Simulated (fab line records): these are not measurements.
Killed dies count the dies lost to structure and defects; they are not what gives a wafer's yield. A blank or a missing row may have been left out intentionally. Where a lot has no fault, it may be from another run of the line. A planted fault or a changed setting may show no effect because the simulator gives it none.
Split-lot study	flow sky130	5 lots, 23 wafers read, on a route of 708 steps

== ON THE SPLIT ==
At SKY_VT_ADJUST_PCH_SOFTBAKE_03, the setting tempC was moved away from the recipe's 110 C on 10 of the 23 wafers read, by -3.2% to +2.6%. This setting was run at the recipe's value on the other wafers.

== FROM THE SPLIT TO THE READING: what the file shows between them, 2 steps ==
- SKY_VT_ADJUST_PCH_EXPOSE_04: exposes mask NWM, target cd 840 nm
- SKY_VT_ADJUST_PCH_PEB_05

== THE READING ==
coat_of_VT_ADJUST_PCH_COAT_02.thkNm (the simulator's own value, which no gauge read), in nm, at SKY_VT_ADJUST_PCH_DEVELOP_06 (develop time 60 s). The file does not state a usual value for it. The 13 wafers here that ran the recipe average 2996 nm, standard deviation 8.6 nm.

wafer	tool, chamber at the split	tempC as run, C	against the recipe	coat_of_VT_ADJUST_PCH_COAT_02.thkNm, nm	against lot-mates on the recipe
L078.2	lithoTrack-02, 0	110	recipe	3012	-
L078.3	lithoTrack-02, 0	110	recipe	2997	-
L078.6	lithoTrack-02, 0	110	recipe	3007	-
L079.1	lithoTrack-02, 0	106.5	-3.2%	3016	+24
L079.2	lithoTrack-02, 0	106.5	-3.2%	3019	+26
L079.4	lithoTrack-02, 0	106.5	-3.2%	3021	+28
L079.5	lithoTrack-02, 0	110	recipe	2992	-
L079.6	lithoTrack-02, 0	110	recipe	2993	-
L080.1	lithoTrack-02, 0	110	recipe	2993	-
L080.2	lithoTrack-02, 0	110	recipe	2983	-
L080.4	lithoTrack-02, 0	110	recipe	3003	-
L080.5	lithoTrack-02, 0	112.9	+2.6%	2970	-23
L080.6	lithoTrack-02, 0	112.9	+2.6%	2962	-31
L081.1	lithoTrack-01, 0	110	recipe	2995	-
L081.2	lithoTrack-01, 0	110	recipe	2986	-
L081.3	lithoTrack-01, 0	107.4	-2.4%	3015	+27
L081.4	lithoTrack-01, 0	110	recipe	2982	-
L081.5	lithoTrack-01, 0	107.4	-2.4%	3014	+26
L085.1	lithoTrack-03, 0	111.7	+1.5%	2997	-3
L085.2	lithoTrack-03, 0	110	recipe	3000	-
L085.4	lithoTrack-03, 0	110	recipe	3000	-
L085.3	lithoTrack-03, 0	111.7	+1.5%	2983	-17
L085.5	lithoTrack-03, 0	111.7	+1.5%	2987	-13

FIT RESULTS
A straight line over all 23 wafers: coat_of_VT_ADJUST_PCH_COAT_02.thkNm changes by -7.94 nm for each +1% of tempC; r = -0.86; the points scatter about the line by 8.1 nm.
The same after taking each lot's own level away (the mean of its wafers on the recipe; 23 wafers): -9.09 nm for each +1%; r = -0.94; scatter 5.7 nm.
The reading moves by 29 nm for the largest change in tempC, on that fit.
The span of the lots' own levels, 2987.7 to 3005.3 nm, comes to 2.1 times the standard deviation stated above.
So the slope is not independent of the lot-to-lot level: the two fits are not the same.
Check: +30.5 nm against its lot-mates is what the line predicts for one of the wafers moved furthest among these (-3.2%) when that wafer is left out of the fit. Against them it came out at +23.5 nm.

== THE OTHER SPLITS THESE WAFERS WENT THROUGH ==
Note: prior to the reading, these wafers also went through further splits. Each is held against what the fit with the lots' levels taken away leaves over:
other split on the same wafers	wafers away from the commonest value	r with coat_of_VT_ADJUST_PCH_COAT_02.thkNm (lot level and that fit taken away)
SKY_VT_ADJUST_NCORE_EXPOSE_04 doseMj	9	-0.09
SKY_VT_ADJUST_HVTR_DEVELOP_06 devTempC	6	-0.12

== FILE'S OWN FIT ==
coat_of_VT_ADJUST_PCH_COAT_02.thkNm changes by -9.41 nm for each +1% of tempC, r = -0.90.
